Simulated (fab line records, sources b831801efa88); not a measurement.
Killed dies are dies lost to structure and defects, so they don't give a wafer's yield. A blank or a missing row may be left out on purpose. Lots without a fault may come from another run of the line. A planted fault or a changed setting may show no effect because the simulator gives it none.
Which tool did it? | flow gf180mcu | 7 lots, 21 wafers sampled, at 2 steps of a route of 602

WHAT THE GAUGES READ, wafer by wafer
GF_VT_IMPLANT_TW_MEAS_21.
lot  | measured     | on            | VT_IMPLANT_2_TW
L722 | day 7 07:53  | film_metro-02 | 1211 1207 1212
L724 | day 8 00:17  | film_metro-02 | 1220 1222 1216
L730 | day 9 12:56  | film_metro-04 | 1190 1190 1187
L735 | day 10 18:59 | film_metro-02 | 1216 1213 1217
L737 | day 11 08:35 | film_metro-01 | 1231 1230 1229
L739 | day 11 21:44 | film_metro-01 | 1235 1241 1239
L741 | day 12 08:05 | film_metro-02 | 1212 1213 1217

WHICH TOOL RAN EACH LOT (tool, then ch and the chambers of the sampled wafers, then the start)
lot  | GF_VT_IMPLANT_IMPLANT_19
L722 | implanter-04 ch 0, day 7 07:38
L724 | implanter-02 ch 0, day 8 00:02
L730 | implanter-02 ch 0, day 9 12:41
L735 | implanter-03 ch 0, day 10 18:45
L737 | implanter-03 ch 0, day 11 08:20
L739 | implanter-03 ch 0, day 11 21:29
L741 | implanter-03 ch 0, day 12 07:49
- GF_VT_IMPLANT_IMPLANT_19

THE ANSWER, worked out from the rows above alone
Rule: what is usual is taken from the lots themselves. Put in order of their means at a reading, lots are off if they are a third of the lots or fewer, leave a main group of 4 or more, and stand apart from it by a gap of 3 or more times the standard deviation of the main group's means; of several such gaps the widest counts. A main group whose means are all the same, to the digits that the tables above print for the reading, isn't used. A lot without any number at a reading at which 4 lots or more have one is off too. The other lots that the step has rows for count as sound.
No lot is off at any reading shown: from this, nothing can be told.

WHAT THE SIMULATOR HAD PUT IN
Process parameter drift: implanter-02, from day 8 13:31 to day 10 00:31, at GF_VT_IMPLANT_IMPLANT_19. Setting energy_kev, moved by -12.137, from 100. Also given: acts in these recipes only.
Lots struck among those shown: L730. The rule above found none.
